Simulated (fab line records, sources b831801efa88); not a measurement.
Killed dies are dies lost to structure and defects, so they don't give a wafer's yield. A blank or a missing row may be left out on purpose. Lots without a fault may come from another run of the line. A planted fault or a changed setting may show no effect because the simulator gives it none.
fab line records | flow sky130
record lots=6 wafers=18 last_day=51
route steps=708 shown POLY_CUT@314 SD_P@320
lots that met no fault: from a run of the same line without faults
start_h: hours from the record's first day to the start of the lot's first wafer shown | wait_h: hours since the lot's step before | " the same as in the row above | L1.1+2: a row that stands for several wafers | - no value, or no start given | * or withheld: withheld | < > ~ a bound
route shown NAME@n: a module of which the file shows steps, and the number in the route of the first | usual: mean/standard deviation of fault-free wafers | same: alike in all rows | chamber/n: place in a boat | sites: the reading at each site | _std_site: their standard deviation | _edge_site: outer sites' mean less inner sites' | radius_mm: how far each site lies from the wafer's centre | mask NAME#n: copy n | behind: the tool/chamber that last shaped the wafer | hold: why the lot was held/for how many hours/how that ended | device: the transistor (n, p or np) that didn't switch | end of line: the same wafers' tests at the end of the route | a step without rows: its recipe alone | killed: dies lost to structure and defects at the first sort, not the wafer's yield | map: a wafer's dies, x killed, . not, _ none there
set.NAME: the setting as run; set.NAME@STEP: as run at that earlier step | model.NAME: the simulator's own value behind a step, which no gauge read
lots at some steps of the route; a table a step, a row a wafer
services: from which hour (start_h, from the record's first day; less than 0 if before it) a tool's chamber was out of use, for how many hours, and why
## steps
# step SKY_POLY_CUT_DEVELOP_07
# recipe develop_time_s=60 resist=KrF-thick dev_temp_c=21
# step SKY_POLY_CUT_CD_MEAS_08
# recipe target_cd_nm=270
# usual cd_nm=270.6/1.4
# columns lot.wafer tool chamber start_h wait_h cd_nm
L623.2 cd_sem-02 - 640.89 - 272.0
L623.5 " - " " 273.0
L623.6 " - " " 272.7
L624.1 cd_sem-01 - 645.89 - 272.2
L624.3 " - " " 269.9
L624.5 " - " " 270.7
L628.2 cd_sem-01 - 692.46 - 270.1
L628.3 " - " " 270.1
L628.6 " - " " 270.5
L633.2 cd_sem-01 - 745.69 - 269.7
L633.3 " - " " 268.8
L633.4 " - " " 268.2
L636.3 cd_sem-02 - 748.39 - 269.3
L636.4 " - " " 269.9
L636.6 " - " " 270.2
L637.1 cd_sem-01 - 755.15 - 268.1
L637.2 " - " " 270.3
L637.3 " - " " 270.4
# step SKY_POLY_CUT_OVL_MEAS_09
# usual POLY_CUT_OVL=1/6.5
# columns lot.wafer tool chamber start_h wait_h POLY_CUT_OVL[nm]
L623.2 overlay-01 - 641.00 0.1 4
L623.5 " - " " -3
L623.6 " - " " 0
L624.1 overlay-01 - 646.01 0.1 -4
L624.3 " - " " 4
L624.5 " - " " 4
L628.2 overlay-01 - 692.56 0.1 3
L628.3 " - " " 4
L628.6 " - " " 7
L633.2 overlay-01 - 745.80 0.1 -8
L633.3 " - " " -7
L633.4 " - " " -12
L636.3 overlay-01 - 748.48 0.1 -8
L636.4 " - " " -4
L636.6 " - " " -9
L637.1 overlay-01 - 755.27 0.1 7
L637.2 " - " " 6
L637.3 " - " " 11
# step SKY_POLY_CUT_ETCH_10
# recipe chemistry=N2/H2 target=BARC ion_energy_ev=200 source_w=500 bias_w=100 pressure_mtorr=30 n2_flow_sccm=100 h2_flow_sccm=200 stop_on=SiO2 time_s=45.9 target_depth_a=600
# usual drypump_motor_current_A=5.7/0.41 oes_product_au=0.856/0.0047 throttle_valve_pct=13.224/0.0095
# columns lot.wafer tool chamber start_h wait_h drypump_motor_current_A oes_product_au rf_hours_counter_h throttle_valve_pct
L623.2 rie_diel-03 0 641.03 0.0 5.8 0.856 19 13.215
L623.5 " 2 " " 6.4 0.864 - 13.220
L623.6 " 3 " " 5.8 0.856 - 13.232
L624.1 rie_diel-04 0 646.04 0.0 5.7 0.857 39 13.224
L624.3 " 1 " " 5.2 0.848 3 13.217
L624.5 " 1 " " 5.3 0.854 - 13.229
L628.2 rie_diel-03 1 692.59 0.0 5.5 0.852 8 13.236
L628.3 " 0 " " 5.7 0.855 20 13.208
L628.6 " 3 " " 5.8 0.852 - 13.235
L633.2 rie_diel-04 1 745.83 0.0 5.2 0.858 6 13.211
L633.3 " 3 " " 6.3 0.862 7 13.222
L633.4 " 2 " " 5.8 0.844 1 13.211
L636.3 rie_diel-03 1 748.50 0.0 5.5 0.857 9 13.218
L636.4 " 2 " " 6.4 0.853 24 13.218
L636.6 " 1 " " 5.5 0.853 - 13.212
L637.1 rie_diel-03 3 755.30 0.0 5.8 0.858 4 13.226
L637.2 " 2 " " 6.4 0.857 24 13.225
L637.3 " 0 " " 5.8 0.852 22 13.209
# step SKY_POLY_CUT_ETCH_11
# recipe target=Si3N4 chemistry=CF4/CH2F2/Ar stop_on=poly-Si source_w=600 bias_w=150 pressure_mtorr=40 cf4_flow_sccm=40 ch2f2_flow_sccm=20 Ar_flow_sccm=150 time_s=42.5 target_depth_a=600
# usual drypump_motor_current_A=5.7/0.41 oes_product_au=0.830/0.0065 throttle_valve_pct=14.996/0.009
# columns lot.wafer tool chamber start_h wait_h drypump_motor_current_A oes_product_au rf_hours_counter_h throttle_valve_pct
L623.2 rie_diel-03 0 641.07 0.0 5.7 0.827 19 14.994
L623.5 " 2 " " 6.4 0.817 - 15.000
L623.6 " 3 " " 5.8 0.826 - 14.976
L624.1 rie_diel-04 0 646.09 0.0 5.7 0.825 39 15.009
L624.3 " 1 " " 5.3 0.835 3 14.979
L624.5 " 1 " " 5.3 0.824 - 14.999
L628.2 rie_diel-03 1 692.64 0.0 5.5 0.839 8 14.995
L628.3 " 0 " " 5.7 0.835 20 14.987
L628.6 " 3 " " 5.8 0.835 - 15.007
L633.2 rie_diel-04 1 745.87 0.0 5.3 0.836 6 14.989
L633.3 " 3 " " 6.3 0.837 7 14.990
L633.4 " 2 " " 5.7 0.834 1 15.008
L636.3 rie_diel-03 1 748.54 0.0 5.4 0.837 9 14.991
L636.4 " 2 " " 6.4 0.830 24 14.989
L636.6 " 1 " " 5.4 0.836 - 15.013
L637.1 rie_diel-03 3 755.34 0.0 5.8 0.836 4 14.984
L637.2 " 2 " " 6.4 0.833 24 15.005
L637.3 " 0 " " 5.7 0.822 22 14.997
# step SKY_POLY_CUT_STRIP_12
# recipe chemistry=O2/N2 power_w=1400 pressure_mtorr=1500 platen_temp_c=withheld o2_flow_sccm=3000 n2_flow_sccm=300 overash_fraction=0.5
# usual drypump_motor_current_A=5.59/0.3 oes_product_au=0.453/0.0046 strip_time_to_endpoint_s=5.360/0.023
# columns lot.wafer tool chamber start_h wait_h drypump_motor_current_A oes_product_au rf_hours_counter_h strip_time_to_endpoint_s
L623.2 plasma_asher-04 1 641.11 0.0 5.64 0.457 96 5.389
L623.5 " 1 " " 5.58 0.451 - 5.419
L623.6 " 0 " " 5.55 0.454 - 5.375
L624.1 plasma_asher-02 0 646.13 0.0 5.43 0.455 20 5.350
L624.3 " 1 " " 5.39 0.452 - 5.348
L624.5 " 0 " " 5.39 0.451 - 5.338
L628.2 plasma_asher-02 0 692.68 0.0 5.45 0.449 23 5.336
L628.3 " 1 " " 5.42 0.451 - 5.338
L628.6 " 1 " " 5.41 0.455 - 5.327
L633.2 plasma_asher-03 1 745.91 0.0 6.43 0.460 89 5.372
L633.3 " 1 " " 6.43 0.452 - 5.330
L633.4 " 0 " " 5.35 0.453 - 5.351
L636.3 plasma_asher-03 0 748.62 0.1 5.34 0.449 - 5.331
L636.4 " 1 " " 6.42 0.451 - 5.330
L636.6 " 0 " " 5.35 0.448 - 5.326
L637.1 plasma_asher-02 0 755.38 0.0 5.46 0.456 30 5.344
L637.2 " 1 " " 5.40 0.462 30 5.345
L637.3 " 1 " " 5.38 0.450 - 5.330
# step SKY_SD_P_DEHYDRATE_00
# recipe temp_c=200 time_s=60
# step SKY_SD_P_HMDS_01
# recipe prime_time_s=60 prime_temp_c=120
# step SKY_SD_P_COAT_02
# recipe resist=NOVOLAK spin_rpm=3000 resist_thk_nm=1140
# step SKY_SD_P_SOFTBAKE_03
# recipe temp_c=90 time_s=60 resist=NOVOLAK
# step SKY_SD_P_EXPOSE_04
# recipe mask_id=PSDM na=0.6 source_shape=conventional sigma_outer=0.6 polarization=unpolarized target_cd_nm=380 dose_mj=138
# step SKY_SD_P_PEB_05
# recipe temp_c=withheld time_s=* resist=NOVOLAK
# step SKY_SD_P_DEVELOP_06
# recipe resist=NOVOLAK developer=TMAH develop_time_s=60 dev_temp_c=23
# usual developer_temp_C=22.99/0.099
# same develop_time_s=60
# columns lot.wafer tool chamber start_h wait_h developer_temp_C
L623.2 litho_track-01 0 669.76 0.1 20.68
L623.5 " 0 " " 20.70
L623.6 " 0 " " 20.81
L624.1 litho_track-01 0 674.84 0.1 20.60
L624.3 " 0 " " 20.78
L624.5 " 0 " " 20.70
L628.2 litho_track-03 0 719.40 0.1 22.89
L628.3 " 0 " " 22.98
L628.6 " 0 " " 23.01
L633.2 litho_track-04 0 772.94 0.1 23.00
L633.3 " 0 " " 22.97
L633.4 " 0 " " 22.83
L636.3 litho_track-04 0 775.46 0.1 22.91
L636.4 " 0 " " 22.93
L636.6 " 0 " " 22.97
L637.1 litho_track-01 0 782.14 0.1 23.07
L637.2 " 0 " " 23.00
L637.3 " 0 " " 23.03
# step SKY_SD_P_CD_MEAS_07
# recipe target_cd_nm=380
# usual cd_nm=380.0/2.5
# columns lot.wafer tool chamber start_h wait_h cd_nm
L623.2 cd_sem-01 - 669.91 0.1 385.3
L623.5 " - " " 383.3
L623.6 " - " " 384.5
L624.1 cd_sem-02 - 674.99 0.1 385.8
L624.3 " - " " 387.0
L624.5 " - " " 383.6
L628.2 cd_sem-01 - 719.54 0.1 375.1
L628.3 " - " " 376.6
L628.6 " - " " 376.1
L633.2 cd_sem-01 - 773.08 0.1 378.4
L633.3 " - " " 377.0
L633.4 " - " " 378.2
L636.3 cd_sem-02 - 775.60 0.1 381.4
L636.4 " - " " 378.2
L636.6 " - " " 381.1
L637.1 cd_sem-01 - 782.29 0.1 378.5
L637.2 " - " " 377.7
L637.3 " - " " 378.9
## services
# columns tool chamber start_h hours kind
plasma_asher-02 - 655.33 14.6 pm
rie_diel-04 0 656.28 6.3 repair
rie_diel-04 2 671.68 3.4 repair
rie_diel-04 2 690.74 - clean
rie_diel-04 2 690.74 19.0 scheduled_down
rie_diel-04 2 690.74 19.0 vent_cycle
rie_diel-03 - 695.77 0.4 repair
plasma_asher-04 - 710.14 1.0 repair
rie_diel-04 - 712.04 0.5 repair
plasma_asher-04 - 733.75 9.0 pm
plasma_asher-04 0 733.75 9.0 vent_cycle
plasma_asher-04 1 733.75 9.0 vent_cycle
plasma_asher-04 0 742.75 - clean
plasma_asher-04 1 742.75 - clean
rie_diel-04 2 746.10 5.6 repair
rie_diel-04 0 758.61 - clean
rie_diel-04 0 758.61 18.0 scheduled_down
rie_diel-04 0 758.61 18.0 vent_cycle
plasma_asher-03 - 762.55 14.6 pm
## key
first_sign step=SKY_SD_P_DEVELOP_06 reading=developer_temp_C direction=down sigmas=23 usual=* struck=*
effect step=SKY_SD_P_CD_MEAS_07 reading=cd_nm direction=up sigmas=1.9 usual=380.0 struck=384.9
met_at SKY_SD_P_DEVELOP_06
struck_wafers L623.2,L623.5,L623.6,L624.1,L624.3,L624.5
tester_left_out L623,L624
fault kind=process_parameter_drift tool=litho_track-01 chamber=- onset_h=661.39 steps=SKY_SD_P_DEVELOP_06 channel=dev_temp_c offset=* shape=step end_h=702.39 acts_in=* stated=*
# tester_left_out: of these lots the tester's yield and bins aren't shown, on N5 and GAA mostly nor the transistor test; their killed dies are dies lost to structure and defects alone, not to doping, threshold or leakage, so they don't give the yield
